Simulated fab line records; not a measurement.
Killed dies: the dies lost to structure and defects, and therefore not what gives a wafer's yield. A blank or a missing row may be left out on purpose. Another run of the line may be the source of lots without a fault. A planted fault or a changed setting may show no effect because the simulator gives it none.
Split-lot experiment || flow sky130 || route with 708 steps; 5 lots, 23 wafers read

## SPLIT DETAILS
At SKY_RES_XHIGH_IMPLANT_07, the setting energy kev was moved away from the recipe's 20 on 4 of the 23 wafers read, by -3.9% to -3.2%. For the rest of the wafers, this setting stayed at what the recipe calls for.

The reading comes from the split's own step.

## THE READING
In nm, at SKY_RES_XHIGH_IMPLANT_07: implant.drp nm, which is the simulator's own figure and was read by no gauge. The file does not state a usual value for it.

{"wafer": "L076.2", "tool, chamber at the split": "implanter-02, 0", "energy kev as run": 20, "against the recipe": "recipe", "implant.drp nm, nm": 9.746, "against lot-mates on the recipe": "-"}
{"wafer": "L076.3", "tool, chamber at the split": "implanter-02, 0", "energy kev as run": 20, "against the recipe": "recipe", "implant.drp nm, nm": 9.746, "against lot-mates on the recipe": "-"}
{"wafer": "L076.6", "tool, chamber at the split": "implanter-02, 0", "energy kev as run": 20, "against the recipe": "recipe", "implant.drp nm, nm": 9.746, "against lot-mates on the recipe": "-"}
{"wafer": "L076.4", "tool, chamber at the split": "implanter-02, 0", "energy kev as run": 19.35, "against the recipe": "-3.2%", "implant.drp nm, nm": 9.522, "against lot-mates on the recipe": -0.224}
{"wafer": "L076.5", "tool, chamber at the split": "implanter-02, 0", "energy kev as run": 19.35, "against the recipe": "-3.2%", "implant.drp nm, nm": 9.522, "against lot-mates on the recipe": -0.224}
{"wafer": "L080.1", "tool, chamber at the split": "implanter-02, 0", "energy kev as run": 19.21, "against the recipe": "-3.9%", "implant.drp nm, nm": 9.474, "against lot-mates on the recipe": -0.272}
{"wafer": "L080.4", "tool, chamber at the split": "implanter-02, 0", "energy kev as run": 19.21, "against the recipe": "-3.9%", "implant.drp nm, nm": 9.474, "against lot-mates on the recipe": -0.272}
{"wafer": "L080.3", "tool, chamber at the split": "implanter-02, 0", "energy kev as run": 20, "against the recipe": "recipe", "implant.drp nm, nm": 9.746, "against lot-mates on the recipe": "-"}
{"wafer": "L080.5", "tool, chamber at the split": "implanter-02, 0", "energy kev as run": 20, "against the recipe": "recipe", "implant.drp nm, nm": 9.746, "against lot-mates on the recipe": "-"}
{"wafer": "L080.6", "tool, chamber at the split": "implanter-02, 0", "energy kev as run": 20, "against the recipe": "recipe", "implant.drp nm, nm": 9.746, "against lot-mates on the recipe": "-"}
{"wafer": "L081.1", "tool, chamber at the split": "implanter-02, 0", "energy kev as run": 20, "against the recipe": "recipe", "implant.drp nm, nm": 9.746, "against lot-mates on the recipe": "-"}
{"wafer": "L081.2", "tool, chamber at the split": "implanter-02, 0", "energy kev as run": 20, "against the recipe": "recipe", "implant.drp nm, nm": 9.746, "against lot-mates on the recipe": "-"}
{"wafer": "L081.3", "tool, chamber at the split": "implanter-02, 0", "energy kev as run": 20, "against the recipe": "recipe", "implant.drp nm, nm": 9.746, "against lot-mates on the recipe": "-"}
{"wafer": "L081.4", "tool, chamber at the split": "implanter-02, 0", "energy kev as run": 20, "against the recipe": "recipe", "implant.drp nm, nm": 9.746, "against lot-mates on the recipe": "-"}
{"wafer": "L081.6", "tool, chamber at the split": "implanter-02, 0", "energy kev as run": 20, "against the recipe": "recipe", "implant.drp nm, nm": 9.746, "against lot-mates on the recipe": "-"}
{"wafer": "L082.1", "tool, chamber at the split": "implanter-04, 0", "energy kev as run": 20, "against the recipe": "recipe", "implant.drp nm, nm": 9.746, "against lot-mates on the recipe": "-"}
{"wafer": "L082.2", "tool, chamber at the split": "implanter-04, 0", "energy kev as run": 20, "against the recipe": "recipe", "implant.drp nm, nm": 9.746, "against lot-mates on the recipe": "-"}
{"wafer": "L082.4", "tool, chamber at the split": "implanter-04, 0", "energy kev as run": 20, "against the recipe": "recipe", "implant.drp nm, nm": 9.746, "against lot-mates on the recipe": "-"}
{"wafer": "L082.5", "tool, chamber at the split": "implanter-04, 0", "energy kev as run": 20, "against the recipe": "recipe", "implant.drp nm, nm": 9.746, "against lot-mates on the recipe": "-"}
{"wafer": "L082.6", "tool, chamber at the split": "implanter-04, 0", "energy kev as run": 20, "against the recipe": "recipe", "implant.drp nm, nm": 9.746, "against lot-mates on the recipe": "-"}
{"wafer": "L084.3", "tool, chamber at the split": "implanter-02, 0", "energy kev as run": 20, "against the recipe": "recipe", "implant.drp nm, nm": 9.746, "against lot-mates on the recipe": "-"}
{"wafer": "L084.5", "tool, chamber at the split": "implanter-02, 0", "energy kev as run": 20, "against the recipe": "recipe", "implant.drp nm, nm": 9.746, "against lot-mates on the recipe": "-"}
{"wafer": "L084.6", "tool, chamber at the split": "implanter-02, 0", "energy kev as run": 20, "against the recipe": "recipe", "implant.drp nm, nm": 9.746, "against lot-mates on the recipe": "-"}

THE FIT
A straight line over all 23 wafers: implant.drp nm changes by +0.0689 nm for each +1% of energy kev; r = +1.00; the points scatter about the line by 4.8e-05 nm.
The same after taking each lot's own level away (the mean of its wafers on the recipe; 23 wafers): +0.0689 nm for each +1%; r = +1.00; scatter 4.8e-05 nm.
According to that fit, moving energy kev by its largest amount changes the reading by 0.27 nm.
The lots' own levels span 9.7460 to 9.7460 nm.
Consequently the slope shifts little with the lot-to-lot level, the two slopes agreeing.
Check: -0.272 nm against its lot-mates is what the line predicts for one of the wafers moved furthest among these (-3.9%) when that wafer is left out of the fit. Against them it came out at -0.272 nm.

## THE OTHER SPLITS THESE WAFERS WENT THROUGH
Before the reading, these wafers also passed through other splits. Each is held against what the fit with the lots' levels taken away leaves over:
{"other split on the same wafers": "SKY_LDD_HVN_STRIP_09 power w", "wafers away from the commonest value": 11, "r with implant.drp nm (lot level and that fit taken away)": -0.31}
{"other split on the same wafers": "SKY_SD_P_DEVELOP_06 dev temp c", "wafers away from the commonest value": 4, "r with implant.drp nm (lot level and that fit taken away)": "+0.02"}
{"other split on the same wafers": "SKY_SD_P_IMPLANT_09 dose cm2", "wafers away from the commonest value": 4, "r with implant.drp nm (lot level and that fit taken away)": -0.50}

## THE WHOLE CHAIN: every reading that the file lists as answering this split, in the file's order
{"step": "SKY_RES_XHIGH_IMPLANT_07", "what it does": "", "reading": "implant.rp nm (the simulator's own value, which no gauge read)", "change (the file's fit)": "+0.137 nm for each +1% of the setting", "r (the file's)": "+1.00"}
{"step": "SKY_RES_XHIGH_IMPLANT_07", "what it does": "", "reading": "implant.drp nm (the simulator's own value, which no gauge read)", "change (the file's fit)": "+0.0688 nm for each +1% of the setting", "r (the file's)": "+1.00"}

## THE FILE'S OWN FIT
implant.drp nm changes by +0.0688 nm for each +1% of energy kev, r = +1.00.
